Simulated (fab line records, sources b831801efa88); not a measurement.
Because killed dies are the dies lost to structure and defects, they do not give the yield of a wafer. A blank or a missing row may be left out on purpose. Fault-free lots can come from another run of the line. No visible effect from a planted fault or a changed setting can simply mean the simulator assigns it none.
Struck lot and sound lot, side by side	flow sfqLine	19 steps out of a route of 325
Sound: wafers L311.1, L311.2, L311.3. The struck wafers were L318.2, L318.3, L318.6. The cause is given at the end.
For every step that has rows: the tool of each side, followed by ch and its chambers, followed by its first start. Under that, the readings that differ: sound wafers	struck wafers	difference of the means	sigmas: that difference in standard deviations of wafers without a fault.
alike: words and numbers the same on both sides, and readings whose means are apart by under 2 such deviations; not compared: readings that were withheld, readings missing a value for some wafer, numbers with overlapping values and no deviation given by the record, and bounds like >300 which may hide the same value.
The two part at a step that has a row with sigmas, a row that says differs or no value, or rows on one side only. Non-overlapping numbers with no deviation appear without sigmas and do not part them. A reading missing from all wafers of one side parts the sides only when that side holds two or more wafers.

first, 3 steps without rows for these wafers: SFQ_TRILAYER_R5_LITHO_EXPOSE_137 (exposes mask R5, target cd 500 nm); SFQ_TRILAYER_R5_LITHO_PEB_139 (peb time 60 s); SFQ_TRILAYER_R5_LITHO_DEVELOP_138 (time 60 s).
SFQ_R5_OVL_MEAS_935:
  sound on overlay-01, day 69 03:37; struck on overlay-01, day 72 10:52
  alike: R5_OVL
SFQ_TRILAYER_R5_BARC_OPEN_METAL_ETCH_177: etches BARC in O2, target depth 125 nm, time 41.7 s.
  sound on rieMetal-03 ch 0,1, day 69 03:39; struck on rieMetal-01 ch 0,1, day 72 10:54
  alike: drypumpMotorCurrentA, oesProductAu
  not compared: rfHoursCounterH
SFQ_TRILAYER_R5_ETCH_METAL_ETCH_139: etches the open film in Cl2, stops on SiO2, target depth 60 nm, time 40 s.
  sound on rieMetal-03 ch 0,1, day 69 03:43; struck on rieMetal-01 ch 0,1, day 72 10:58
  alike: drypumpMotorCurrentA, oesProductAu
  not compared: rfHoursCounterH
SFQ_TRILAYER_R5_STRIP_STRIP_140: strips in O2.
  sound on rieMetal-03 ch 0,1, day 69 03:46; struck on rieMetal-01 ch 0,1, day 72 11:01
  alike: drypumpMotorCurrentA, oesProductAu
  not compared: rfHoursCounterH
then, 1 step without rows for these wafers: SFQ_TRILAYER_R5_STRIP_SOLV_CLEAN_141 (cleans in NMP, time 600 s).
SFQ_TRILAYER_A5C_DEP_PECVD_142: deposits SiO2 from SiH4/N2O, time 15.556 s, target thk 70 nm.
  sound on pecvd-02 ch 0,1,2, day 69 04:43; struck on pecvd-02 ch 0,1, day 72 11:47
  alike: heaterPowerW, throttleValvePct
then, 3 steps without rows for these wafers: SFQ_TRILAYER_I5_LITHO_COAT_149 (resist thk 62 nm); SFQ_TRILAYER_I5_LITHO_COAT_144 (resist thk 650 nm); SFQ_TRILAYER_I5_LITHO_SOFTBAKE_148.
SFQ_TRILAYER_I5_LITHO_EXPOSE_145: exposes mask I5, target cd 700 nm.
  sound on krfScanner-02 ch 0, day 69 15:34; struck on krfScanner-02 ch 0, day 72 13:02
reading	sound	struck	difference	sigmas
exposureDoseMJCm2	21.306 21.276 21.276	20.823 20.801 20.804	-0.477	-23
  alike: mask
then, 2 steps without rows for these wafers: SFQ_TRILAYER_I5_LITHO_PEB_147 (peb time 60 s); SFQ_TRILAYER_I5_LITHO_DEVELOP_146 (time 60 s).
SFQ_I5_OVL_MEAS_936:
  sound on overlay-02, day 69 17:04; struck on overlay-02, day 72 14:21
  alike: I5_OVL
SFQ_TRILAYER_I5_BARC_OPEN_VIA_ETCH_200: etches BARC in O2, target depth 125 nm, time 41.7 s.
  sound on rieDiel-04 ch 0,2,3, day 69 17:06; struck on rieDiel-03 ch 2,3, day 72 14:23
reading	sound	struck	difference	sigmas
model.I5.cdNm (nm)	703.1 702.4 702.9	696.1 695.4 696.6	-6.8	
  alike: drypumpMotorCurrentA, oesProductAu
  not compared: rfHoursCounterH
SFQ_TRILAYER_I5_ETCH_VIA_ETCH_147: etches the open film in CHF3, stops on Nb, target depth 360 nm.
  sound on rieDiel-04 ch 0,2,3, day 69 17:08; struck on rieDiel-03 ch 2,3, day 72 14:25
reading	sound	struck	difference	sigmas
model.I5.cdNm (nm)	704.4 701.6 700.7	694.3 695.6 695.1	-7.2	
  alike: drypumpMotorCurrentA, oesProductAu
SFQ_TRILAYER_I5_STRIP_STRIP_148: strips in O2.
  sound on rieMetal-04 ch 0,1, day 69 17:17; struck on rieMetal-04 ch 0,1, day 72 14:34
  alike: drypumpMotorCurrentA, oesProductAu
  not compared: rfHoursCounterH

== WHERE THEY PART ==
Only at SFQ_TRILAYER_I5_LITHO_EXPOSE_145, within this record. Later steps at which nothing parts them and some readings are alike: SFQ_I5_OVL_MEAS_936, SFQ_TRILAYER_I5_BARC_OPEN_VIA_ETCH_200, SFQ_TRILAYER_I5_ETCH_VIA_ETCH_147, SFQ_TRILAYER_I5_STRIP_STRIP_148.

WHY: what the simulator had put in
Drift in process parameters on krfScanner-02 at SFQ_TRILAYER_I5_LITHO_EXPOSE_145, starting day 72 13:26. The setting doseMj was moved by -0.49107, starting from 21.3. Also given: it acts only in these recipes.
